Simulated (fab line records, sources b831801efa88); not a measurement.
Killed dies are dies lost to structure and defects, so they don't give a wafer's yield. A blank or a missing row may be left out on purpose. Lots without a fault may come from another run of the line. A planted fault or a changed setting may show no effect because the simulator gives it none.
Which tool was responsible?	flow sky130	36 wafers from 12 lots sampled at 2 of the route's 708 steps

WHAT THE GAUGES SHOWED, per wafer
SKY_CAP2M_OVL_MEAS_12.
lot	measured	on	CAP2M_OVL (nm)
L392	day 40 10:23	overlay-02	1.3 0.8 1.2
L393	day 41 02:47	overlay-02	-1.8 -1.1 1.2
L395	day 41 09:52	overlay-02	-0.1 1.1 0.9
L396	day 41 15:10	overlay-01	1.0 2.6 0.9
L397	day 42 00:43	overlay-02	1.0 1.2 1.8
L400	day 43 20:37	overlay-02	-0.2 -0.4 0.1
L401	day 43 23:29	overlay-02	2.1 0.3 0.5
L403	day 44 04:52	overlay-02	1.6 2.2 0.5
L411	day 46 01:58	overlay-02	1.8 -0.2 -1.5
L413	day 46 05:56	overlay-01	-0.2 2.1 1.6
L412	day 46 09:21	overlay-01	0.1 2.4 0.8
L414	day 46 15:17	overlay-02	-1.2 -1.4 -0.3

TOOL THAT RAN EACH LOT (tool first, then ch and the chambers of the sampled wafers, then the start)
lot	SKY_METAL4_SPUTTER_03
L392	pvd-sputter-03, day 39 09:37
L393	pvd-sputter-04, day 40 02:18
L395	pvd-sputter-03, day 40 10:34
L396	pvd-sputter-03, day 40 15:10
L397	pvd-sputter-03, day 41 00:59
L400	pvd-sputter-01, day 42 21:50
L401	pvd-sputter-03, day 43 01:31
L403	pvd-sputter-04, day 43 07:08
L411	pvd-sputter-03, day 45 04:06
L413	pvd-sputter-01, day 45 09:34
L412	pvd-sputter-03, day 45 12:17
L414	pvd-sputter-04, day 45 19:11
- SKY_METAL4_SPUTTER_03: material Ti, target thk 5 nm, time 3.3 s.

WHAT THE TOOLS THEMSELVES READ (means of the sampled wafers that have a number; where no wafer has one, the mark that the record gives instead)
SKY_METAL4_SPUTTER_03.
lot	tool	throttle-valve-pct (%)
L392	pvd-sputter-03	29.5
L393	pvd-sputter-04	30.0
L395	pvd-sputter-03	29.4
L396	pvd-sputter-03	29.9
L397	pvd-sputter-03	30.1
L400	pvd-sputter-01	28.2
L401	pvd-sputter-03	30.0
L403	pvd-sputter-04	29.5
L411	pvd-sputter-03	29.7
L413	pvd-sputter-01	28.5
L412	pvd-sputter-03	29.6
L414	pvd-sputter-04	30.4

THE ANSWER, worked out from the rows above alone
Rule: usual is defined by the lots themselves. Put in order of their means at a reading, lots are off if they are a third of the lots or fewer, leave a main group of 4 or more, and stand apart from it by a gap of 3 or more times the standard deviation of the main group's means; of several such gaps the widest counts. A main group whose means are all the same, to the digits that the tables above print for the reading, isn't used. Also off: a lot with no number at a reading for which 4 or more lots have one. The other lots that the step has rows for count as sound. The gauges are gone through in route order, then the tools' own readings, and for those a lot's mean is taken as printed above. At the first step where some lot is off, the reading lying furthest off is the one used; lots without a number count as furthest.
Nothing can be told from this: no lot is off at any reading shown.

WHAT WAS PUT IN BY THE SIMULATOR
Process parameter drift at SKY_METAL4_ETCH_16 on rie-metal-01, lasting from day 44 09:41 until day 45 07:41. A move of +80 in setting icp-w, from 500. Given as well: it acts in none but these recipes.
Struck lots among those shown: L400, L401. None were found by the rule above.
